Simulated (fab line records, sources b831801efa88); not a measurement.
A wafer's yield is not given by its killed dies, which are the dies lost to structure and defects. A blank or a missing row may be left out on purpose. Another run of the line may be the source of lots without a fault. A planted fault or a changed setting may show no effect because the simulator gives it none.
A lot that was struck, set against a sound lot / flow sky130 / 15 steps out of a route of 708
Sound: the wafers L620.3, L620.4, L620.5. Struck: wafer L627.4 (L627.1, L627.6, from the same lot, were not struck and are left out); the cause is given at the end.
Each step with rows lists, per side, the tool, then ch with its chambers, then its first start. Under that, the readings that differ: sound wafers / struck wafers / difference of the means / sigmas: that difference in standard deviations of wafers without a fault.
alike: words and numbers the same on both sides, and readings whose means are apart by under 2 such deviations; not compared: readings that were withheld, readings missing a value for some wafer, numbers with overlapping values and no deviation given by the record, and bounds like >300 which may hide the same value.
The two part at a step that has a row with sigmas, a row that says differs or no value, or rows on one side only. Non-overlapping numbers with no deviation appear without sigmas and do not part them. A reading missing from all wafers of one side parts the sides only when that side holds two or more wafers.

SKY_PWDE_TW_MEAS_10:
  sound on film metro-02, day 5 21:27; struck on film metro-01, day 8 03:52
  alike: PWDE_TW
then, 7 steps without rows for these wafers: SKY_NWELL_DEHYDRATE_03 (time 60 s); SKY_NWELL_HMDS_04 (prime time 60 s); SKY_NWELL_COAT_05 (resist thk 3000 nm); SKY_NWELL_SOFTBAKE_06; SKY_NWELL_EXPOSE_07 (exposes mask NWM, target cd 840 nm); SKY_NWELL_PEB_08; SKY_NWELL_DEVELOP_09 (develop time 60 s).
SKY_NWELL_OVL_MEAS_10:
  sound on overlay-01, day 6 15:39; struck on overlay-01, day 8 23:47
  alike: NWELL_00_OVL
then, 3 steps without rows for these wafers: SKY_NWELL_IMPLANT_11; SKY_NWELL_IMPLANT_12; SKY_NWELL_IMPLANT_13.
SKY_NWELL_STRIP_14: strips in O2/N2.
  sound on plasma asher-01 ch 0,1, day 6 16:10; struck on plasma asher-01 ch 1, day 9 00:16
reading=oes product au (a.u.); sound=0.718 0.711 0.732; struck=0.799; difference=+0.079; sigmas=+17
reading=overash fraction; sound=0.5 0.5 0.5; struck=0.3; difference=-0.2; sigmas=
  alike: drypump motor current A, strip time to endpoint s
  not compared: rf hours counter h
SKY_NWELL_TW_MEAS_15:
  sound on film metro-01, day 6 16:14; struck on film metro-01, day 9 00:22
  alike: NWELL_TW
-- the record jumps here: 41 days lie between the struck wafers' starts before and after (it left off in module NWELL and takes up again in module PAD_OPEN, whose first step shown is number 708 of the route) --
SKY_PAD_OPEN_PROBE_99:
  record: rows for the struck wafers here (prober-02, day 49 22:11), none for the sound ones

WHERE THEY PART
Last at SKY_PAD_OPEN_PROBE_99 as far as this record goes, first at SKY_NWELL_STRIP_14.

WHY: whatever the simulator had introduced
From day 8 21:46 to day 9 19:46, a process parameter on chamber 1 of plasma asher-01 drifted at SKY_NWELL_STRIP_14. The setting overash fraction was moved by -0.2, starting from 0.5. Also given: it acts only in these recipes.
